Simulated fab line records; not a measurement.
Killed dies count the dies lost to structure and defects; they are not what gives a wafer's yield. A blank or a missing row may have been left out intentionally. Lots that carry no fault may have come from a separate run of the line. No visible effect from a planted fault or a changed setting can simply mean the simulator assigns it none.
A struck lot beside a sound one || flow gf180mcu || 16 out of 602 route steps
Sound: these wafers, L889.2, L889.3, L889.5. Struck: wafer L897.3. (L897.1, L897.2 of the same lot were not struck and are left out.) The cause comes at the end.
At each step with rows: each side's tool, then ch and its chambers, then its first start. Under that, the readings that differ: sound wafers || struck wafers || difference of the means || sigmas: that difference in standard deviations of wafers without a fault.
alike: readings with means less than 2 such deviations apart, plus words and numbers identical on both sides. not compared: withheld readings, readings lacking a value on some wafer, bounds such as >300 that could conceal the same value, and numbers that have no deviation in the record and whose values overlap.
The two part at a step that has a row with sigmas, a row that says differs or no value, or rows on one side only. Numbers that have no deviation but don't overlap get no sigmas and don't part them. A reading that every wafer of one side lacks parts them only if that side has two wafers or more.

first, 1 step without rows for these wafers: GF_TOP_METAL_CLEAN_19 (cleans in DIW).
GF_PASSIVATION_CVD_00: deposits SiO2 from TEOS, target thk 1000 nm, time 111.95 s.
  sound on pecvd-04 ch 1,2, day 27 23:22; struck on pecvd-02 ch 2, day 30 12:49
  alike: heater-power-w
GF_PASSIVATION_THK_MEAS_01:
  sound: film-metro-01 at day 27 23:27; struck: film-metro-01 at day 30 12:53
  alike: PASSIVATION_CVD_00_THK
GF_PASSIVATION_CVD_02: deposits Si3N4, target thk 700 nm, time 486.18 s.
  sound on pecvd-02 ch 0,1,2, day 27 23:30; struck on pecvd-01 ch 1, day 30 12:57
  alike: heater-power-w
GF_PASSIVATION_THK_MEAS_03:
  sound: film-metro-03 at day 27 23:48; struck: film-metro-04 at day 30 13:14
  alike: PASSIVATION_CVD_02_THK
then, 7 steps without rows for these wafers: GF_PASSIVATION_DEHYDRATE_04 (time 60 s); GF_PASSIVATION_HMDS_05 (prime time 60 s); GF_PASSIVATION_COAT_06 (resist thk 4000 nm); GF_PASSIVATION_SOFTBAKE_07; GF_PASSIVATION_EXPOSE_08 (exposes mask Pad, target cd 40000 nm); GF_PASSIVATION_PEB_09; GF_PASSIVATION_DEVELOP_10 (develop time 60 s).
GF_PASSIVATION_ETCH_11: etches the open film in CF4/O2, stops on TiN, target depth 2040 nm, time 453.3 s.
  sound on rie-diel-03 ch 0,3, day 28 19:22; struck on rie-diel-01 ch 1, day 31 06:55
{"reading": "bias-w (W)", "sound": "150.9 150.0 151.1", "struck": 149.7, "difference": -1.0, "sigmas": -2}
{"reading": "rf-fwd-power-W (W)", "sound": "800.9 795.2 797.9", "struck": 926.6, "difference": "+128.6", "sigmas": "+51"}
{"reading": "model.coat_of_PASSIVATION_COAT_06.thk-nm (nm)", "sound": "2592 2637 2625", "struck": 2439, "difference": -179, "sigmas": ""}
  alike: drypump-motor-current-A, oes-product-au, throttle-valve-pct
  not compared: rf-hours-counter-h
GF_PASSIVATION_STRIP_12: strips in O2/N2.
  sound on plasma-asher-03 ch 1, day 28 19:38; struck on plasma-asher-02 ch 1, day 31 07:11
{"reading": "drypump-motor-current-A (A)", "sound": "4.9 4.8 4.8", "struck": 6.2, "difference": "+1.4", "sigmas": "+3"}
{"reading": "oes-product-au (a.u.)", "sound": "0.719 0.724 0.709", "struck": 0.705, "difference": -0.012, "sigmas": -3}
{"reading": "strip-time-to-endpoint-s (s)", "sound": "32.38 32.93 32.78", "struck": 30.65, "difference": -2.05, "sigmas": -8}
  alike: heater-power-w, n2-flow-sccm
  not compared: rf-hours-counter-h
then, 1 step without rows for these wafers: GF_PASSIVATION_ANNEAL_13 (time 1800 s).
GF_PASSIVATION_PROBE_99:
  the record has rows for the sound wafers here (prober-01, day 28 21:44) and none for the struck ones

WHERE THEY PART
First at GF_PASSIVATION_ETCH_11; last, within this record, at GF_PASSIVATION_PROBE_99.

WHY: what had been put in by the simulator
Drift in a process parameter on rie-diel-01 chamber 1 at GF_PASSIVATION_ETCH_11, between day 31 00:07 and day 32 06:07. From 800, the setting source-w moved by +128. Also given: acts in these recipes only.
